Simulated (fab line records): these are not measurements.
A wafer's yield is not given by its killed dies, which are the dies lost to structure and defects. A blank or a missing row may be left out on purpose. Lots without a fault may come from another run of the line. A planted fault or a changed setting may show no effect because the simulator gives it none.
Which tool was responsible? :: flow sky130 :: route of 708 steps, sampled at 1 step: 12 lots, 36 wafers

## WHAT EACH GAUGE READ, for each wafer
SKY_SD_P_CD_MEAS_07: the cd target is 380 nm.
lot: L075
measured: day 26 11:34
on: cd-sem-02
cd-nm (nm): 382.1 383.3 382.2

lot: L077
measured: day 27 03:40
on: cd-sem-01
cd-nm (nm): 374.8 375.5 376.5

lot: L079
measured: day 28 01:14
on: cd-sem-01
cd-nm (nm): 383.0 379.0 381.7

lot: L082
measured: day 28 23:04
on: cd-sem-01
cd-nm (nm): 375.9 378.0 378.7

lot: L083
measured: day 29 07:35
on: cd-sem-01
cd-nm (nm): 380.9 381.5 381.3

lot: L086
measured: day 29 18:02
on: cd-sem-01
cd-nm (nm): 381.0 383.6 382.7

lot: L085
measured: day 29 21:50
on: cd-sem-02
cd-nm (nm): 382.5 380.3 380.9

lot: L089
measured: day 30 18:57
on: cd-sem-02
cd-nm (nm): 376.3 379.0 374.5

lot: L091
measured: day 31 14:20
on: cd-sem-01
cd-nm (nm): 383.0 380.5 380.3

lot: L094
measured: day 32 02:16
on: cd-sem-01
cd-nm (nm): 376.4 375.9 375.9

lot: L095
measured: day 32 17:41
on: cd-sem-02
cd-nm (nm): 381.1 380.9 381.9

lot: L097
measured: day 33 02:16
on: cd-sem-02
cd-nm (nm): 376.4 376.3 375.9

## WHICH TOOL RAN EACH LOT (tool, then ch and the chambers of the sampled wafers, then the start)
The record shows no process step preceding these readings.

## THE ANSWER, worked out from the rows above alone
Rule: the lots themselves supply what counts as usual. The widest of any qualifying gaps counts: lots, ordered by their means at a reading, are off when they make up no more than a third of the lots, leave a main group of 4 or more, and stand apart from it by 3 or more times the standard deviation of that group's means. A main group whose means are all the same, to the digits that the tables above print for the reading, isn't used. A lot without any number at a reading at which 4 lots or more have one is off too. Where the step has rows for the other lots, those lots are counted as sound.
Nothing can be told from this: no lot is off at any reading shown.

## WHAT THE SIMULATOR HAD INSERTED
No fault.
